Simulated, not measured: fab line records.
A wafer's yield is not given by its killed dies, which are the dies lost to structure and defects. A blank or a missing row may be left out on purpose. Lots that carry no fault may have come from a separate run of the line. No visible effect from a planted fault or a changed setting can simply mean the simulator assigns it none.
fab line records    flow gf180mcu
[record] lots = 11  wafers = 33  last-day = 34
route steps=602 shown STI@4 SAB@264 SALICIDE@283 CONTACT@302
lots with no fault: from the same line, run without faults
start-h: the number of hours between the record's first day and the start of the first shown wafer of the lot    wait-h: time in hours since the lot's previous step    " identical to the entry in the row above    L1.1+2: a row that stands for several wafers    - no value, or no start given    * or withheld: withheld    < > ~ a bound
route shown NAME@n: NAME is a module with steps in the file, n the number in the route of the first one    usual: average and standard deviation across the fault-free wafers    same: alike in all rows    chamber/n: place in a boat    sites: per-site readings    _std_site: how widely they spread, as a standard deviation    _edge_site: outer sites' mean less inner sites'    radius-mm: how far each site lies from the wafer's centre    mask NAME#n: copy n    behind: the last tool/chamber to shape the wafer    hold: why the lot went on hold/how many hours it stayed there/how the hold came to an end    device: the transistor (n, p or np) that didn't switch    end of line: the route-end tests of the same wafers    step lacking rows: just its recipe    killed: at the first sort, the dies lost to defects and structure; wafer yield is something else    map: a wafer's dies, marking killed ones x, the rest . and places with no die _
set.NAME: the setting as run; set.NAME@STEP: as run at that earlier step    model.NAME: the simulator's own value behind a step, which no gauge read
steps of the route over a sample of lots; a table a step, a row a wafer
services: a tool's chamber out of use, with start hour (start-h, from the record's first day; less than 0 if before it), hours out, and reason
[[steps]]
[step GF_STI_CVD_03]
[recipe] material = Si3N4  precursor = DCS/NH3  target-thk-nm = 207.16  temp-c = 770  time-s = 3551  pressure-mtorr = 250
[usual] spike-tc-bottom-C = 787/3.6  spike-tc-centre-C = 771.2/1.2  spike-tc-lower-C = 770.3/1.1  spike-tc-top-C = 782.0/1.1  spike-tc-upper-C = 769.6/1.2  susceptor-temp-C = 770.0/0.36  zone-power-bottom-pct = 23.2/2.8  zone-power-top-pct = 26.8/2  zone-power-upper-pct = 12.7/1.9
lot.wafer  tool      chamber  start-h  wait-h  spike-tc-bottom-C  spike-tc-centre-C  spike-tc-lower-C  spike-tc-top-C  spike-tc-upper-C  susceptor-temp-C  zone-power-bottom-pct  zone-power-top-pct  zone-power-upper-pct
L122.1     lpcvd-01  0        20.74    0.1     791                770.3              770.4             782.0           768.5             769.7             20.6                   24.9                11.5
L122.2     "         0        "        "       790                770.5              769.1             782.0           767.4             770.0             20.6                   25.1                11.4
L122.4     "         0        "        "       789                771.3              770.3             783.4           768.1             770.5             20.6                   24.4                11.3
L123.1     lpcvd-02  0        26.10    0.1     783                772.3              768.6             782.6           770.2             769.5             25.8                   29.5                11.7
L123.2     "         0        "        "       783                772.4              772.4             781.7           771.7             770.2             26.1                   29.7                11.8
L123.3     "         0        "        "       781                771.8              770.8             781.3           772.1             770.6             25.6                   29.8                11.7
L125.2     lpcvd-02  0        31.80    0.0     783                771.9              773.8             782.6           769.0             770.3             25.8                   29.2                11.7
L125.3     "         0        "        "       784                771.8              770.2             782.1           769.4             770.1             25.7                   29.2                11.8
L125.5     "         0        "        "       783                771.3              771.1             782.5           770.4             770.6             25.5                   29.3                11.9
L129.3     lpcvd-02  0        51.57    0.0     754                741.4              740.2             753.6           738.8             740.9             24.1                   27.6                11.0
L129.4     "         0        "        "       754                742.4              741.0             753.2           740.0             740.9             24.0                   27.3                10.9
L129.5     "         0        "        "       754                741.9              741.4             751.9           741.0             740.9             24.3                   27.5                10.9
L130.1     lpcvd-02  0        57.72    0.1     754                742.8              741.9             751.4           740.6             740.8             23.7                   27.6                10.9
L130.2     "         0        "        "       752                742.9              742.4             753.9           740.9             740.4             24.1                   27.6                11.1
L130.6     "         0        "        "       754                741.1              741.8             754.1           740.6             739.8             24.0                   27.7                10.8
L135.1     lpcvd-01  1        82.32    0.1     791                770.8              770.8             780.3           770.2             769.8             24.2                   26.0                16.2
L135.2     "         1        "        "       791                772.3              768.5             780.7           770.0             770.2             24.3                   26.2                16.6
L135.4     "         1        "        "       790                772.5              768.8             782.2           769.5             769.6             24.5                   25.8                16.6
L137.1     lpcvd-01  0        92.28    0.1     790                770.9              769.2             782.4           767.5             770.5             20.3                   24.9                11.3
L137.2     "         0        "        "       789                769.6              768.8             782.2           768.8             769.3             20.8                   25.2                11.4
L137.3     "         0        "        "       790                771.2              769.6             781.9           769.8             770.0             20.5                   24.9                11.6
L138.2     lpcvd-01  0        96.57    0.0     790                772.0              770.0             782.9           767.9             770.0             20.5                   24.5                11.5
L138.4     "         0        "        "       791                770.3              770.1             784.5           769.2             770.2             21.1                   24.8                11.5
L138.6     "         0        "        "       789                771.5              768.8             780.8           769.2             770.2             20.7                   25.3                11.2
L139.4     lpcvd-01  1        101.57   0.0     789                769.9              768.9             781.2           768.3             770.3             24.4                   25.8                16.6
L139.5     "         1        "        "       791                771.0              772.1             782.2           769.0             769.9             24.6                   25.8                16.4
L139.6     "         1        "        "       791                770.7              768.8             779.8           770.8             770.6             24.5                   26.2                16.2
L142.4     lpcvd-01  0        116.57   0.0     788                771.8              770.6             782.5           769.5             769.6             21.0                   24.6                11.2
L142.5     "         0        "        "       789                771.0              770.2             782.1           769.0             770.5             20.6                   25.0                11.1
L142.6     "         0        "        "       790                770.9              770.0             781.1           768.2             769.8             20.6                   25.5                11.5
L144.1     lpcvd-02  0        127.48   1.0     783                772.1              771.5             783.2           768.8             769.8             25.5                   28.7                11.6
L144.5     "         0        "        "       783                771.7              771.7             780.5           770.5             770.1             26.1                   29.3                11.9
L144.6     "         0        "        "       782                771.5              772.9             781.6           772.6             769.6             26.0                   29.7                11.7
[step GF_STI_THK_MEAS_04]
[recipe] reads = Si3N4_of_STI_CVD_03
[usual] STI_CVD_03_THK = 207.5/2.1
lot.wafer  tool           chamber  start-h  wait-h  hold                      STI_CVD_03_THK[nm]
L122.1     film-metro-02  -        22.73    0.0     -                         205.8
L122.2     "              -        "        "       -                         204.7
L122.4     "              -        "        "       -                         205.8
L123.1     film-metro-01  -        28.09    0.0     -                         211.6
L123.2     "              -        "        "       -                         211.4
L123.3     "              -        "        "       -                         211.4
L125.2     film-metro-02  -        33.79    0.0     -                         206.4
L125.3     "              -        "        "       -                         205.7
L125.5     "              -        "        "       -                         205.7
L129.3     film-metro-03  -        53.58    0.0     await-dispo/0.2h/release  115.0
L129.4     "              -        "        "       await-dispo/0.2h/release  115.3
L129.5     "              -        "        "       await-dispo/0.2h/release  114.4
L129.3     film-metro-03  -        53.81    0.2     -                         115.0
L129.4     "              -        "        "       -                         115.4
L129.5     "              -        "        "       -                         114.3
L130.1     film-metro-02  -        59.70    0.0     await-dispo/0.2h/release  116.3
L130.2     "              -        "        "       await-dispo/0.2h/release  114.8
L130.6     "              -        "        "       await-dispo/0.2h/release  117.5
L130.1     film-metro-02  -        59.93    0.2     -                         116.3
L130.2     "              -        "        "       -                         114.7
L130.6     "              -        "        "       -                         117.4
L135.1     film-metro-01  -        84.30    0.0     -                         208.3
L135.2     "              -        "        "       -                         209.1
L135.4     "              -        "        "       -                         207.8
L137.1     film-metro-03  -        94.26    0.0     -                         208.7
L137.2     "              -        "        "       -                         207.7
L137.3     "              -        "        "       -                         208.1
L138.2     film-metro-03  -        99.56    0.0     -                         206.4
L138.4     "              -        "        "       -                         205.7
L138.6     "              -        "        "       -                         205.3
L139.4     film-metro-02  -        104.58   0.0     -                         208.0
L139.5     "              -        "        "       -                         207.9
L139.6     "              -        "        "       -                         206.9
L142.4     film-metro-02  -        118.59   0.0     -                         207.6
L142.5     "              -        "        "       -                         209.5
L142.6     "              -        "        "       -                         208.6
L144.1     film-metro-03  -        129.47   0.0     -                         210.2
L144.5     "              -        "        "       -                         210.3
L144.6     "              -        "        "       -                         211.7
[step GF_STI_ETCH_13]
[recipe] chemistry = CHF3/O2  stop-on = Si  over-etch-frac = 0.3  target-depth-a = 2823.1  source-w = 600  bias-w = 200  pressure-mtorr = 40  chf3-flow-sccm = 50  O2_flow_sccm = 5  time-s = 112.9
[usual] drypump-motor-current-A = 5.9/0.64  oes-product-au = 0.832/0.0063  throttle-valve-pct = 8.811/0.0088
lot.wafer  tool         chamber  start-h  wait-h  drypump-motor-current-A  oes-product-au  rf-hours-counter-h  throttle-valve-pct
L122.1     rie-diel-01  0        33.68    0.1     6.5                      0.831           6                   8.799
L122.2     "            1        "        "       6.3                      0.828           114                 8.826
L122.4     "            2        "        "       5.0                      0.827           22                  8.809
L123.1     rie-diel-03  1        39.68    0.1     6.2                      0.837           160                 8.807
L123.2     "            0        "        "       4.8                      0.839           148                 8.814
L123.3     "            3        "        "       5.0                      0.842           129                 8.809
L125.2     rie-diel-03  0        46.41    0.1     4.7                      0.833           148                 8.813
L125.3     "            1        "        "       6.2                      0.823           160                 8.809
L125.5     "            2        "        "       5.3                      0.833           -                   8.808
L129.3     rie-diel-01  3        66.21    0.1     5.7                      0.632           9                   8.732
L129.4     "            0        "        "       6.5                      0.622           7                   8.747
L129.5     "            3        "        "       5.8                      0.633           -                   8.753
L130.1     rie-diel-02  2        72.36    0.1     6.4                      0.632           5                   8.753
L130.2     "            1        "        "       6.4                      0.626           97                  8.743
L130.6     "            3        "        "       6.6                      0.642           -                   8.762
L135.1     rie-diel-01  2        97.74    0.1     5.0                      0.831           24                  8.821
L135.2     "            0        "        "       6.5                      0.828           8                   8.796
L135.4     "            1        "        "       6.3                      0.837           115                 8.821
L137.1     rie-diel-03  0        108.68   0.1     4.8                      0.826           150                 8.799
L137.2     "            2        "        "       5.3                      0.838           30                  8.807
L137.3     "            1        "        "       6.2                      0.838           162                 8.837
L138.2     rie-diel-03  0        113.54   0.1     4.8                      0.829           150                 8.800
L138.4     "            3        "        "       5.0                      0.828           131                 8.809
L138.6     "            1        "        "       6.2                      0.838           -                   8.809
L139.4     rie-diel-03  2        118.52   0.1     5.3                      0.831           -                   8.812
L139.5     "            1        "        "       6.2                      0.828           -                   8.801
L139.6     "            0        "        "       4.7                      0.831           -                   8.806
L142.4     rie-diel-01  2        133.22   0.1     5.0                      0.837           -                   8.820
L142.5     "            1        "        "       6.3                      0.840           -                   8.811
L142.6     "            0        "        "       6.5                      0.834           -                   8.826
L144.1     rie-diel-02  3        144.51   0.1     6.6                      0.840           117                 8.813
L144.5     "            1        "        "       6.4                      0.843           -                   8.810
L144.6     "            0        "        "       5.9                      0.835           -                   8.841
[step GF_SAB_CVD_00]
[recipe] material = SiO2  target-thk-nm = 50  precursor = TEOS  temp-c = 400  time-s = 4.858  rf-w = 600
[usual] heater-power-w = 690/94  susceptor-temp-C = 399.96/0.21
lot.wafer  tool      chamber  start-h  wait-h  heater-power-w  susceptor-temp-C
L122.1     pecvd-02  0        333.92   0.1     608             399.97
L122.2     "         2        "        "       634             399.86
L122.4     "         2        "        "       639             399.91
L123.1     pecvd-02  1        337.07   0.1     729             399.86
L123.2     "         0        "        "       629             400.07
L123.3     "         2        "        "       735             399.39
L125.2     pecvd-01  2        350.92   0.1     655             400.36
L125.3     "         1        "        "       761             400.21
L125.5     "         2        "        "       676             399.85
L129.3     pecvd-01  2        381.50   0.1     671             399.56
L129.4     "         0        "        "       848             399.85
L129.5     "         1        "        "       816             400.11
L130.1     pecvd-01  0        394.30   0.1     704             400.15
L130.2     "         2        "        "       721             399.86
L130.6     "         0        "        "       712             400.19
L135.1     pecvd-02  1        437.92   0.1     678             400.12
L135.2     "         0        "        "       655             399.97
L135.4     "         2        "        "       750             400.24
L137.1     pecvd-03  2        454.14   0.1     598             399.80
L137.2     "         1        "        "       560             399.54
L137.3     "         0        "        "       743             399.81
L138.2     pecvd-02  2        462.80   0.1     680             399.80
L138.4     "         1        "        "       665             399.84
L138.6     "         0        "        "       705             399.68
L139.4     pecvd-01  0        472.80   0.0     815             399.88
L139.5     "         1        "        "       849             400.07
L139.6     "         2        "        "       678             399.93
L142.4     pecvd-01  0        492.08   0.0     812             400.11
L142.5     "         2        "        "       567             400.11
L142.6     "         1        "        "       791             399.62
L144.1     pecvd-01  1        511.12   0.1     779             399.96
L144.5     "         2        "        "       642             400.44
L144.6     "         1        "        "       809             400.02
[step GF_SALICIDE_THK_MEAS_05]
[recipe] thk-meas-gauge = xrf  reads = TiN_of_SALICIDE_SPUTTER_03
[usual] SALICIDE_TIN_THK = 19.9/0.31
lot.wafer  tool           chamber  start-h  wait-h  SALICIDE_TIN_THK[nm]
L122.1     film-metro-04  -        355.45   0.1     20.1
L122.2     "              -        "        "       20.0
L122.4     "              -        "        "       20.3
L123.1     film-metro-04  -        359.26   0.1     20.0
L123.2     "              -        "        "       20.6
L123.3     "              -        "        "       20.6
L125.2     film-metro-02  -        373.62   0.1     20.1
L125.3     "              -        "        "       20.0
L125.5     "              -        "        "       19.9
L129.3     film-metro-01  -        404.65   0.1     20.0
L129.4     "              -        "        "       19.9
L129.5     "              -        "        "       19.9
L130.1     film-metro-04  -        417.03   0.1     20.5
L130.2     "              -        "        "       20.3
L130.6     "              -        "        "       20.3
L135.1     film-metro-02  -        462.99   0.1     19.6
L135.2     "              -        "        "       19.4
L135.4     "              -        "        "       19.6
L137.1     film-metro-02  -        479.06   0.1     19.7
L137.2     "              -        "        "       19.7
L137.3     "              -        "        "       19.6
L138.2     film-metro-02  -        487.21   0.1     20.0
L138.4     "              -        "        "       20.1
L138.6     "              -        "        "       20.0
L139.4     film-metro-02  -        497.13   0.1     20.1
L139.5     "              -        "        "       20.3
L139.6     "              -        "        "       20.2
L142.4     film-metro-04  -        515.61   0.1     20.5
L142.5     "              -        "        "       20.0
L142.6     "              -        "        "       20.5
L144.1     film-metro-04  -        534.28   0.1     20.0
L144.5     "              -        "        "       20.2
L144.6     "              -        "        "       19.9
[step GF_CONTACT_OVL_MEAS_15]
[usual] CONTACT_OVL = 0/5.4
lot.wafer  tool        chamber  start-h  wait-h  CONTACT_OVL[nm]
L122.1     overlay-02  -        378.73   0.1     -7
L122.2     "           -        "        "       2
L122.4     "           -        "        "       -4
L123.1     overlay-02  -        382.93   0.1     -8
L123.2     "           -        "        "       -5
L123.3     "           -        "        "       -9
L125.2     overlay-02  -        397.35   0.1     4
L125.3     "           -        "        "       -6
L125.5     "           -        "        "       -1
L129.3     overlay-01  -        428.99   0.1     1
L129.4     "           -        "        "       1
L129.5     "           -        "        "       -2
L130.1     overlay-01  -        441.95   0.1     1
L130.2     "           -        "        "       -4
L130.6     "           -        "        "       -1
L135.1     overlay-01  -        488.30   0.1     -6
L135.2     "           -        "        "       -5
L135.4     "           -        "        "       -2
L137.1     overlay-02  -        503.98   0.1     -3
L137.2     "           -        "        "       8
L137.3     "           -        "        "       0
L138.2     overlay-02  -        511.94   0.1     2
L138.4     "           -        "        "       3
L138.6     "           -        "        "       7
L139.4     overlay-02  -        521.45   0.1     3
L139.5     "           -        "        "       -1
L139.6     "           -        "        "       -2
L142.4     overlay-01  -        539.40   0.1     6
L142.5     "           -        "        "       0
L142.6     "           -        "        "       9
L144.1     overlay-02  -        558.13   0.1     0
L144.5     "           -        "        "       0
L144.6     "           -        "        "       4
[[services]]
tool         chamber  start-h  hours  kind
rie-diel-01  0        25.99    4.0    repair
lpcvd-02     -        28.91    2.8    pm
rie-diel-03  2        33.61    12.1   repair
rie-diel-01  2        48.66    12.1   repair
pecvd-02     -        84.67    14.6   pm
pecvd-02     0        100.64   7.5    repair
rie-diel-03  3        115.72   8.0    repair
pecvd-01     0        122.93   8.1    repair
pecvd-02     -        126.88   3.2    repair
rie-diel-01  3        129.92   10.2   repair
rie-diel-03  3        136.02   15.1   repair
rie-diel-01  1        143.25   6.0    repair
pecvd-01     -        160.62   14.0   pm
rie-diel-01  1        170.49   5.3    repair
rie-diel-03  3        196.83   4.5    repair
pecvd-01     -        237.40   0.4    repair
lpcvd-01     -        243.24   1.6    repair
pecvd-01     -        253.69   1.0    repair
rie-diel-03  1        255.40   70.8   repair
rie-diel-03  0        283.13   1.3    repair
lpcvd-01     -        299.40   6.0    pm
pecvd-01     -        331.62   5.5    pm
rie-diel-03  3        384.06   11.3   repair
rie-diel-03  1        421.22   10.8   repair
[[key]]
[first-sign] step = GF_STI_CVD_03  reading = susceptor-temp-C  direction = down  sigmas = 83  usual = *  struck = *
[effect] step = GF_STI_CVD_03  reading = spike-tc-top-C  direction = down  sigmas = 27  usual = 782.0  struck = 753.0
[effect] step = GF_STI_THK_MEAS_04  reading = visit  direction = added
[effect] step = GF_STI_THK_MEAS_04  reading = STI_CVD_03_THK  direction = down  sigmas = 43  usual = 207.5  struck = 115.5
[effect] step = GF_STI_ETCH_13  reading = oes-product-au  direction = down  sigmas = 32  usual = 0.832  struck = 0.631
met-at GF_STI_CVD_03
struck-lots L129,L130
struck-wafers L129.3,L129.4,L129.5,L130.1,L130.2,L130.6
tester-left-out L129,L130
not-acting-at GF_SAB_CVD_00,GF_SALICIDE_THK_MEAS_05,GF_CONTACT_OVL_MEAS_15
onset-between 31.80 51.57
[fault] kind = process-parameter-drift  tool = lpcvd-02  chamber = 0  onset-h = 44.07  steps = GF_STI_CVD_03  channel = temp-c  offset = *  shape = step  end-h = 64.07  acts-in = *  stated = *
// tester-left-out: of these lots the tester's yield and bins aren't shown, on N5 and GAA mostly nor the transistor test; their killed dies are dies lost to structure and defects alone, not to doping, threshold or leakage, so they don't give the yield
